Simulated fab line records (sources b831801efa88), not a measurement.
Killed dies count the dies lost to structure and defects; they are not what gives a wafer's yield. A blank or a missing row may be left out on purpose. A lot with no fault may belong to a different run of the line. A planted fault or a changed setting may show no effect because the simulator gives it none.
fab line records    flow sky130
record lots=11  wafers=33  last_day=51
route steps=708 shown RES_XHIGH@339 LOCAL_INTERCONNECT@402 CONTACT@433 METAL1@436
lots that met no fault: taken from a fault-free run of the same line
start_h: hours from the record's first day to the start of the lot's first wafer shown    wait_h: hours since the lot's step before    " identical to the entry in the row above    L1.1+2: several wafers, shown together as one row    - no value, or no start was given    * or withheld: withheld    < > ~ a bound
route shown NAME@n: NAME is a module with steps in the file, n the number in the route of the first one    usual: average and standard deviation across the fault-free wafers    same: alike in all rows    chamber/n: place in a boat    sites: each site's reading    _std_site: the values' standard deviation    _edge_site: the outer-site mean with the inner-site mean subtracted    radius_mm: for every site, how far away it sits from the centre of the wafer    mask NAME#n: copy n    behind: tool/chamber where the wafer was last shaped    hold: the reason the lot was held/the length of the hold in hours/how it ended    device: which transistor (n, p or np) failed to switch    end of line: tests of these same wafers at the route's end    where a step has no rows: the recipe by itself    killed: dies lost to structure and defects at the first sort, not the wafer's yield    map: shows each die of a wafer: x if killed, . if not, _ if none is there
set.NAME: setting as actually run; set.NAME@STEP: the setting as run at that earlier step    model.NAME: the simulator's own value behind a step, which no gauge read
one table for each step of the route and one row for each wafer, over a sample of lots
services: when a tool's chamber went out of use (start_h, in hours from the record's first day, below 0 if earlier), for how many hours, and the reason
## steps
# step SKY_RES_XHIGH_IMPLANT_07
# recipe species=BF2  energy_kev=20  dose_cm2=3.6e+14  tilt_deg=0
# usual dose_ions_cm2=3.599e+14/3.6e+11  tilt_deg=-0.001/0.018
lot.wafer  tool          chamber  start_h  wait_h  dose_ions_cm2  tilt_deg
L392.1     implanter-01  0        652.77   0.1     3.603e+14      -0.027
L392.4     "             0        "        "       3.598e+14      -0.011
L392.6     "             0        "        "       3.599e+14      -0.022
L393.1     implanter-04  0        659.01   0.1     3.595e+14      0.009
L393.5     "             0        "        "       3.596e+14      -0.017
L393.6     "             0        "        "       3.594e+14      -0.011
L394.1     implanter-03  0        661.85   0.1     3.602e+14      -0.002
L394.2     "             0        "        "       3.599e+14      -0.027
L394.3     "             0        "        "       3.601e+14      0.005
L397.3     implanter-03  0        696.97   0.1     3.601e+14      -0.013
L397.5     "             0        "        "       3.606e+14      -0.043
L397.6     "             0        "        "       3.597e+14      -0.039
L399.2     implanter-04  0        702.47   0.1     3.529e+14      -0.005
L399.4     "             0        "        "       3.529e+14      0.010
L399.6     "             0        "        "       3.534e+14      0.007
L400.2     implanter-04  0        713.75   0.1     3.535e+14      0.005
L400.3     "             0        "        "       3.534e+14      0.010
L400.6     "             0        "        "       3.53e+14       -0.004
L406.2     implanter-03  0        777.30   0.1     3.604e+14      0.021
L406.3     "             0        "        "       3.602e+14      0.013
L406.6     "             0        "        "       3.608e+14      0.042
L408.1     implanter-04  0        800.95   0.1     3.602e+14      0.022
L408.5     "             0        "        "       3.603e+14      -0.022
L408.6     "             0        "        "       3.602e+14      -0.022
L409.1     implanter-03  0        805.81   0.1     3.598e+14      -0.014
L409.3     "             0        "        "       3.601e+14      -0.021
L409.4     "             0        "        "       3.596e+14      -0.008
L412.4     implanter-01  0        809.54   0.1     3.601e+14      0.023
L412.5     "             0        "        "       3.6e+14        0.027
L412.6     "             0        "        "       3.595e+14      0.026
L413.1     implanter-03  0        819.01   0.1     3.598e+14      0.000
L413.4     "             0        "        "       3.599e+14      0
L413.6     "             0        "        "       3.595e+14      0.009
# step SKY_SD_N_RS_MEAS_18
# recipe thk_meas_gauge=four-point-probe
# usual RES_XHIGH_RS=333.2/1.2
lot.wafer  tool           chamber  start_h  wait_h  hold                      RES_XHIGH_RS[ohm/sq]
L392.1     film_metro-02  -        682.43   0.1     -                         332.9
L392.4     "              -        "        "       -                         333.0
L392.6     "              -        "        "       -                         333.9
L393.1     film_metro-02  -        688.63   0.1     -                         334.6
L393.5     "              -        "        "       -                         335.8
L393.6     "              -        "        "       -                         333.4
L394.1     film_metro-03  -        691.96   0.1     -                         332.7
L394.2     "              -        "        "       -                         331.4
L394.3     "              -        "        "       -                         334.0
L397.3     film_metro-03  -        726.17   0.1     -                         331.8
L397.5     "              -        "        "       -                         330.7
L397.6     "              -        "        "       -                         331.4
L399.2     film_metro-04  -        731.50   0.1     await_dispo/0.2h/release  341.5
L399.4     "              -        "        "       await_dispo/0.2h/release  341.2
L399.6     "              -        "        "       await_dispo/0.2h/release  340.7
L399.2     film_metro-04  -        731.78   0.3     -                         340.7
L399.4     "              -        "        "       -                         340.2
L399.6     "              -        "        "       -                         340.4
L400.2     film_metro-04  -        742.54   0.1     await_dispo/0.2h/release  337.5
L400.3     "              -        "        "       await_dispo/0.2h/release  338.2
L400.6     "              -        "        "       await_dispo/0.2h/release  338.0
L400.2     film_metro-04  -        742.82   0.3     -                         338.9
L400.3     "              -        "        "       -                         338.0
L400.6     "              -        "        "       -                         338.8
L406.2     film_metro-04  -        805.84   0.1     -                         334.6
L406.3     "              -        "        "       -                         334.6
L406.6     "              -        "        "       -                         333.2
L408.1     film_metro-02  -        828.53   0.1     -                         335.0
L408.5     "              -        "        "       -                         334.6
L408.6     "              -        "        "       -                         335.3
L409.1     film_metro-02  -        833.73   0.1     -                         331.9
L409.3     "              -        "        "       -                         332.3
L409.4     "              -        "        "       -                         333.2
L412.4     film_metro-03  -        837.65   0.1     -                         334.4
L412.5     "              -        "        "       -                         334.1
L412.6     "              -        "        "       -                         334.5
L413.1     film_metro-04  -        845.93   0.1     -                         332.5
L413.4     "              -        "        "       -                         332.1
L413.6     "              -        "        "       -                         332.8
# step SKY_LOCAL_INTERCONNECT_STRIP_15
# recipe chemistry=O2/N2  power_w=1400  pressure_mtorr=1500  platen_temp_c=withheld  o2_flow_sccm=3000  n2_flow_sccm=300  overash_fraction=0.5
# usual drypump_motor_current_A=6.1/0.49  oes_product_au=0.427/0.0047  strip_time_to_endpoint_s=4.723/0.022
lot.wafer  tool             chamber  start_h  wait_h  drypump_motor_current_A  oes_product_au  rf_hours_counter_h  strip_time_to_endpoint_s
L392.1     plasma_asher-01  1        740.04   0.0     6.5                      0.428           64                  4.738
L392.4     "                1        "        "       6.4                      0.433           -                   4.705
L392.6     "                1        "        "       6.5                      0.430           -                   4.734
L393.1     plasma_asher-01  1        748.59   0.0     6.5                      0.432           64                  4.749
L393.5     "                1        "        "       6.5                      0.430           -                   4.775
L393.6     "                0        "        "       6.4                      0.425           -                   4.698
L394.1     plasma_asher-01  1        749.59   0.0     6.5                      0.425           64                  4.715
L394.2     "                0        "        "       6.4                      0.428           64                  4.750
L394.3     "                0        "        "       6.4                      0.427           -                   4.746
L397.3     plasma_asher-01  1        783.54   0.1     6.5                      0.434           -                   4.772
L397.5     "                1        "        "       6.5                      0.425           -                   4.725
L397.6     "                0        "        "       6.4                      0.430           -                   4.698
L399.2     plasma_asher-03  0        790.13   0.0     5.3                      0.428           93                  4.701
L399.4     "                1        "        "       6.4                      0.434           -                   4.699
L399.6     "                1        "        "       6.4                      0.421           -                   4.678
L400.2     plasma_asher-01  0        799.91   0.0     6.4                      0.427           69                  4.778
L400.3     "                1        "        "       6.5                      0.423           -                   4.762
L400.6     "                1        "        "       6.5                      0.431           -                   4.720
L406.2     plasma_asher-03  1        861.59   0.0     6.4                      0.420           99                  4.741
L406.3     "                0        "        "       5.4                      0.429           -                   4.715
L406.6     "                1        "        "       6.4                      0.432           -                   4.747
L408.1     plasma_asher-01  1        882.88   0.0     6.5                      0.420           78                  4.743
L408.5     "                0        "        "       6.4                      0.427           -                   4.717
L408.6     "                1        "        "       6.5                      0.422           -                   4.737
L409.1     plasma_asher-01  1        888.43   0.0     6.5                      0.420           78                  4.725
L409.3     "                0        "        "       6.4                      0.426           -                   4.702
L409.4     "                1        "        "       6.5                      0.420           -                   4.717
L412.4     plasma_asher-02  1        892.54   0.1     5.4                      0.421           -                   4.706
L412.5     "                1        "        "       5.4                      0.420           -                   4.714
L412.6     "                0        "        "       5.5                      0.421           -                   4.703
L413.1     plasma_asher-01  1        900.43   0.0     6.4                      0.425           80                  4.691
L413.4     "                1        "        "       6.5                      0.424           -                   4.721
L413.6     "                0        "        "       6.4                      0.429           -                   4.713
# step SKY_CONTACT_CMP_27
# recipe stop_on=SiO2  t_overpolish_s=15  down_force_psi=3.5  platen_rpm=60  target_thk_nm=0  pad_velocity_m_s=0.94248
# usual edge_zone_pressure_frac=1.000/0.0046  motor_current_A=11.8/1.4  overpolish_run_s=15.000/0.0091  time_to_endpoint_s=83/4.4
lot.wafer  tool    chamber  start_h  wait_h  edge_zone_pressure_frac  motor_current_A  overpolish_run_s  time_to_endpoint_s
L392.4     cmp-02  1        770.02   0.0     0.999                    11.4             15.009            78
L392.1     "       2        "        "       1.007                    12.5             15.015            76
L392.6     "       1        "        "       1.005                    11.4             15.003            77
L393.1     cmp-01  1        779.08   0.1     1.002                    11.4             15.007            82
L393.6     "       0        "        "       1.007                    11.9             15.001            85
L393.5     "       1        "        "       0.998                    11.3             14.991            85
L394.1     cmp-02  2        779.63   0.1     1.002                    12.5             15.001            78
L394.2     "       3        "        "       0.996                    10.1             15.019            83
L394.3     "       1        "        "       1.000                    11.7             15.015            76
L397.3     cmp-02  0        812.10   0.0     0.995                    9.8              14.995            80
L397.5     "       0        "        "       0.997                    9.7              14.991            82
L397.6     "       1        "        "       1.002                    11.5             15.003            79
L399.4     cmp-01  2        819.60   0.1     0.991                    12.9             15.010            83
L399.2     "       3        "        "       0.988                    14.7             15.025            86
L399.6     "       0        "        "       1.001                    12.2             15.002            85
L400.2     cmp-01  3        828.59   0.0     1.001                    13.8             15.008            80
L400.3     "       0        "        "       0.995                    12.1             14.999            84
L400.6     "       0        "        "       0.997                    12.2             14.994            81
L406.3     cmp-01  0        890.75   0.1     1.002                    11.5             15.010            85
L406.2     "       1        "        "       1.004                    11.0             15.008            85
L406.6     "       3        "        "       1.000                    14.8             14.997            83
L408.1     cmp-02  3        910.88   0.2     1.002                    10.5             14.988            85
L408.5     "       0        "        "       0.997                    8.9              14.996            83
L408.6     "       1        "        "       0.995                    11.1             14.996            82
L409.3     cmp-01  1        916.80   0.0     1.001                    10.3             15.004            87
L409.4     "       2        "        "       0.998                    12.3             15.013            87
L409.1     "       3        "        "       0.995                    14.7             15.007            85
L412.4     cmp-01  3        920.96   0.0     0.997                    14.4             14.997            85
L412.5     "       3        "        "       1.003                    15.0             15.007            83
L412.6     "       0        "        "       1.005                    12.0             14.998            84
L413.1     cmp-01  2        928.76   0.1     0.997                    12.8             14.994            86
L413.4     "       3        "        "       1.007                    14.8             14.992            88
L413.6     "       2        "        "       1.003                    11.9             15.013            87
# step SKY_METAL1_SPUTTER_02
# recipe material=AlCu  target_thk_nm=250  power_w=10600  time_s=13.3  chamber_pressure_pa=0.4
# usual throttle_valve_pct=29.5/0.91
lot.wafer  tool            chamber  start_h  wait_h  throttle_valve_pct
L392.1     pvd_sputter-03  -        770.36   0.0     31.3
L392.4     "               -        "        "       28.2
L392.6     "               -        "        "       28.5
L393.1     pvd_sputter-01  -        779.38   0.0     28.9
L393.5     "               -        "        "       29.9
L393.6     "               -        "        "       28.6
L394.1     pvd_sputter-02  -        779.98   0.0     29.4
L394.2     "               -        "        "       30.2
L394.3     "               -        "        "       29.5
L397.3     pvd_sputter-01  -        812.45   0.0     28.6
L397.5     "               -        "        "       31.0
L397.6     "               -        "        "       29.9
L399.2     pvd_sputter-03  -        819.85   0.0     27.8
L399.4     "               -        "        "       28.4
L399.6     "               -        "        "       28.6
L400.2     pvd_sputter-03  -        828.94   0.0     28.2
L400.3     "               -        "        "       29.8
L400.6     "               -        "        "       27.9
L406.2     pvd_sputter-02  -        891.00   0.0     29.5
L406.3     "               -        "        "       29.5
L406.6     "               -        "        "       29.7
L408.1     pvd_sputter-01  -        911.09   0.0     29.8
L408.5     "               -        "        "       28.7
L408.6     "               -        "        "       30.1
L409.1     pvd_sputter-01  -        917.14   0.0     30.1
L409.3     "               -        "        "       28.4
L409.4     "               -        "        "       28.4
L412.4     pvd_sputter-02  -        921.31   0.0     30.7
L412.5     "               -        "        "       29.5
L412.6     "               -        "        "       30.3
L413.1     pvd_sputter-01  -        929.10   0.0     30.6
L413.4     "               -        "        "       28.7
L413.6     "               -        "        "       28.6
## services
tool             chamber  start_h  hours  kind
plasma_asher-01  -        638.94   0.8    repair
cmp-01           -        639.72   2.2    repair
cmp-01           -        651.25   1.7    repair
cmp-01           -        672.94   0.5    repair
cmp-01           -        673.27   0.2    repair
cmp-01           -        677.22   3.7    pm
cmp-01           -        694.18   1.5    repair
implanter-04     -        733.24   5.0    pm
cmp-01           -        744.11   4.0    pm
pvd_sputter-02   -        745.00   10.9   repair
cmp-01           -        765.85   0.3    repair
plasma_asher-01  -        769.49   1.9    repair
plasma_asher-01  -        785.53   2.8    pm
implanter-03     -        792.93   2.3    repair
cmp-01           -        807.95   2.5    repair
pvd_sputter-01   -        815.64   29.9   repair
implanter-04     -        817.35   5.9    repair
pvd_sputter-02   -        819.87   9.2    repair
implanter-03     -        845.54   3.8    repair
cmp-01           -        848.52   4.8    pm
cmp-02           -        867.86   8.9    pm
cmp-01           -        874.09   0.3    repair
cmp-02           -        881.98   0.5    repair
cmp-02           -        912.00   4.0    pm
## key
first_sign step=SKY_RES_XHIGH_IMPLANT_07  reading=dose_ions_cm2  direction=down  sigmas=19  usual=*  struck=*
effect step=SKY_SD_N_RS_MEAS_18  reading=visit  direction=added
effect step=SKY_SD_N_RS_MEAS_18  reading=RES_XHIGH_RS  direction=up  sigmas=5.3  usual=333.2  struck=339.5
met_at SKY_RES_XHIGH_IMPLANT_07
struck_lots L399,L400
tester_left_out L399,L400
not_acting_at SKY_LOCAL_INTERCONNECT_STRIP_15,SKY_CONTACT_CMP_27,SKY_METAL1_SPUTTER_02
onset_between 659.01 702.47
fault kind=process_parameter_drift  tool=implanter-04  chamber=-  onset_h=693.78  steps=SKY_RES_XHIGH_IMPLANT_07  channel=dose_cm2  offset=*  shape=step  end_h=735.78  acts_in=*  stated=*
# tester_left_out: of these lots the tester's yield and bins aren't shown, on N5 and GAA mostly nor the transistor test; their killed dies are dies lost to structure and defects alone, not to doping, threshold or leakage, so they don't give the yield
